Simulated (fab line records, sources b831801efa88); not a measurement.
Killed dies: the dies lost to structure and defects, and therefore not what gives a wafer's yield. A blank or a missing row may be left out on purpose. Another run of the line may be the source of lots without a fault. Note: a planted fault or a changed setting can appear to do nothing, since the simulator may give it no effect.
Matching of chambers	flow sky130	4 sister chambers for SKY_POLY_CUT_ETCH_10 on rieDiel-01
The step etches BARC in N2/H2, stops on SiO2, time 45.9 s, target depth 60 nm. 14 wafers are shown with their chamber, then 7 later ones without.

## WAFERS PAIRED WITH THEIR CHAMBERS
wafer	chamber	oesProductAu (a.u.)	throttleValvePct (%)
L968.1	3	0.853	13.212
L968.4	2	0.851	13.224
L968.5	2	0.851	13.226
L969.1	0	0.858	13.203
L969.2	1	0.863	13.229
L969.3	3	0.855	13.218
L974.2	0	0.856	13.223
L974.4	0	0.851	13.243
L974.5	3	0.862	13.223
L975.1	2	0.846	13.224
L975.2	0	0.864	13.213
L975.6	2	0.844	13.230
L983.3	0	0.855	13.236
L983.5	0	0.851	13.234

SIGNATURES (means of the wafers above)
reading	chamber 0	chamber 1	chamber 2	chamber 3	scatter within a chamber
oesProductAu	0.85583	0.86300	0.84800	0.85667	0.00449
throttleValvePct	13.22533	13.22900	13.22600	13.21767	0.0111
Rule: for each reading, subtract the chamber's mean from the wafer's reading, divide by that reading's scatter and square the result; add these up over the readings and take the root, which gives the wafer's distance from the chamber. If the next closest chamber is less than 2 further off than the closest, the wafer can't be placed; otherwise it belongs to the closest. The scatter: take each reading less its chamber's mean, square it, sum over the shown wafers, divide by the number of wafers less the number of chambers, and take the root.

## WAFERS WHOSE CHAMBER IS MISSING
wafer	oesProductAu (a.u.)	throttleValvePct (%)
L983.6	0.848	13.230
L988.2	0.851	13.231
L988.3	0.863	13.233
L988.6	0.853	13.224
L989.2	0.862	13.221
L989.4	0.852	13.233
L989.6	0.858	13.216

## WHICH CHAMBER EACH ONE RAN IN
wafer	from the rows above	in truth
L983.6	can't be placed: 2 or 0 or 3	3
L988.2	can't be placed: 2 or 0 or 3 or 1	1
L988.3	can't be placed: 1 or 0 or 3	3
L988.6	can't be placed: 0 or 3 or 2 or 1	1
L989.2	can't be placed: 1 or 3 or 0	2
L989.4	can't be placed: 2 or 0 or 3 or 1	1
L989.6	can't be placed: 3 or 0 or 1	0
Correctly placed: 0 of 7. From these rows, 7 cannot be placed; in 6 the true chamber is one of the candidates. 0 placed wrongly.
